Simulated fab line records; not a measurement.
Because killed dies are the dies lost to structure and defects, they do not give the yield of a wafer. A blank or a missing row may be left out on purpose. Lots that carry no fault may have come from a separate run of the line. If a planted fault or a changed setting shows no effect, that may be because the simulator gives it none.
2 desks looking at one fault / flow sky130 / what lay behind the numbers comes last; until then each desk has only its own

METROLOGY DESK
What the gauges read, lot by lot, whatever tool the lot ran on: means of the sampled wafers that have a number. The brackets show how far a lot's mean lies from the usual mean; more than 4 standard deviations puts the lot out of limits, marked OUT.
Columns: A = VIA3_HDPCVD_THK at SKY_VIA3_THK_MEAS_01, usual 1581 nm; B = VIA4_W_RS at SKY_VIA4_RS_MEAS_19, usual 0.2298 ohm/sq; C = VIA4_W_THK at SKY_VIA4_THK_MEAS_20, usual 485 nm
lot=L889; first seen here=day 38 13:19; A=1571; B=0.2312; C=491
lot=L891; first seen here=day 39 00:18; A=1580; B=0.2296; C=481
lot=L890; first seen here=day 39 02:46; A=1583; B=0.2282; C=490
lot=L893; first seen here=day 39 21:19; A=1589; B=0.2293; C=487
lot=L897; first seen here=day 41 10:11; A=1595; B=0.2287; C=492
lot=L899; first seen here=day 42 07:41; A=1571; B=0.2552 (+9.1) OUT; C=445 (-4.7) OUT
lot=L900; first seen here=day 42 09:46; A=1606; B=0.2566 (+9.6) OUT; C=441 (-5.2) OUT
lot=L901; first seen here=day 42 16:05; A=1583; B=0.2306; C=481
lot=L908; first seen here=day 44 06:27; A=1580; B=0.2315; C=479
lot=L911; first seen here=day 44 23:30; A=1589; B=0.2322; C=475
Per this desk, out of limits: L899, L900; the first was L899, day 46 04:13 (VIA4_W_RS at SKY_VIA4_RS_MEAS_19). L889, L891, L890, L893, L897, L901, L908, L911: within limits.

FOR THE TOOL OWNER'S DESK: cvd w-01
The tool's own readings at SKY_VIA4_CVD_18 (deposits W, target thk 505 nm, time 152.14 s): means of the sampled wafers that have a number, for each lot that ran on this tool. The brackets show how far a lot's mean lies from the usual mean; more than 4 standard deviations puts the lot out of limits, marked OUT.
Columns: A = chamber pressure Torr at SKY_VIA4_CVD_18, usual 39.01 Torr; B = heater power w at SKY_VIA4_CVD_18, usual 898 W
lot=L889; first seen here=day 42 18:07; A=38.90; B=923
lot=L891; first seen here=day 43 03:16; A=39.01; B=980
lot=L897; first seen here=day 45 09:26; A=39.02; B=929
lot=L899; first seen here=day 46 04:03; A=39.05; B=934
lot=L900; first seen here=day 46 05:16; A=38.98; B=934
Finding of this desk: none of the 5 lots has anything out of limits.

BROUGHT TOGETHER
L899, L900 would have let the metrology desk raise an alarm at day 46 04:13.
The tool owner's desk saw nothing out of limits.
The tool owner's desk has L899, L900 on record, within its limits.
On cvd w-01, each named lot ran SKY_VIA4_CVD_18.

WHAT WAS PUT IN BY THE SIMULATOR
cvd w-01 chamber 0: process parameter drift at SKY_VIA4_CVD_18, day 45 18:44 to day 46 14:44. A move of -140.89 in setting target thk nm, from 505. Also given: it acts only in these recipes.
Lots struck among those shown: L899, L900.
Time in hours between the start of the fault and the first out-of-limits reading at each desk: metrology desk, 9.
